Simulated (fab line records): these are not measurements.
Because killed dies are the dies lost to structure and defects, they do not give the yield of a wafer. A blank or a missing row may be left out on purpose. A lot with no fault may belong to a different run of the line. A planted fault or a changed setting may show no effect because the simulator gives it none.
Matching of chambers | flow sky130 | 4 sister chambers for SKY_LI_CONTACT_ETCH_14 on rieDiel-03
The step etches BARC in N2/H2, stops on SiO2, time 45.9 s, target depth 60 nm. 8 wafers are shown with their chamber, then 9 later ones without.

## WAFERS PAIRED WITH THEIR CHAMBERS
wafer  | chamber | throttleValvePct (%) | oesProductAu (a.u.)
L079.1 | 1       | 13.233               | 0.858
L079.2 | 2       | 13.213               | 0.855
L079.3 | 0       | 13.235               | 0.853
L081.2 | 0       | 13.231               | 0.861
L081.5 | 1       | 13.222               | 0.850
L085.1 | 3       | 13.218               | 0.853
L085.3 | 2       | 13.210               | 0.846
L085.6 | 3       | 13.224               | 0.846

## WAFERS WHOSE CHAMBER IS MISSING
wafer  | throttleValvePct (%) | oesProductAu (a.u.)
L091.2 | 13.235               | 0.852
L091.3 | 13.238               | 0.849
L091.6 | 13.212               | 0.846
L095.1 | 13.205               | 0.855
L095.5 | 13.218               | 0.857
L095.6 | 13.236               | 0.857
L097.3 | 13.222               | 0.849
L097.4 | 13.229               | 0.850
L097.5 | 13.226               | 0.861

## THE CHAMBER EACH PASSED THROUGH
wafer  | from the rows above               | in truth
L091.2 | can't be placed: 0 or 1 or 3      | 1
L091.3 | can't be placed: 0 or 1 or 3      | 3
L091.6 | can't be placed: 2 or 3           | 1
L095.1 | can't be placed: 2 or 3           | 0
L095.5 | can't be placed: 3 or 2 or 1 or 0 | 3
L095.6 | can't be placed: 0 or 1           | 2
L097.3 | can't be placed: 3 or 1 or 2      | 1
L097.4 | can't be placed: 1 or 0 or 3      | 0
L097.5 | can't be placed: 1 or 0 or 3      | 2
Correct placement for 0 of the 9. Can't be placed from these rows: 9 (the true chamber is among the candidates in 5). 0 placed wrongly.
How it was worked out, from the rows above alone: a wafer's distance from a chamber is the root of the sum, over the readings, of the square of ((its reading less the chamber's mean) divided by the reading's scatter). The wafer belongs to the nearest chamber; if the next one is less than 2 further off, it can't be placed. The mean given for a chamber averages the wafers shown for that chamber. The scatter is the square root of a quotient: the sum, over the shown wafers, of each reading's squared deviation from its chamber's mean, divided by wafers minus chambers.
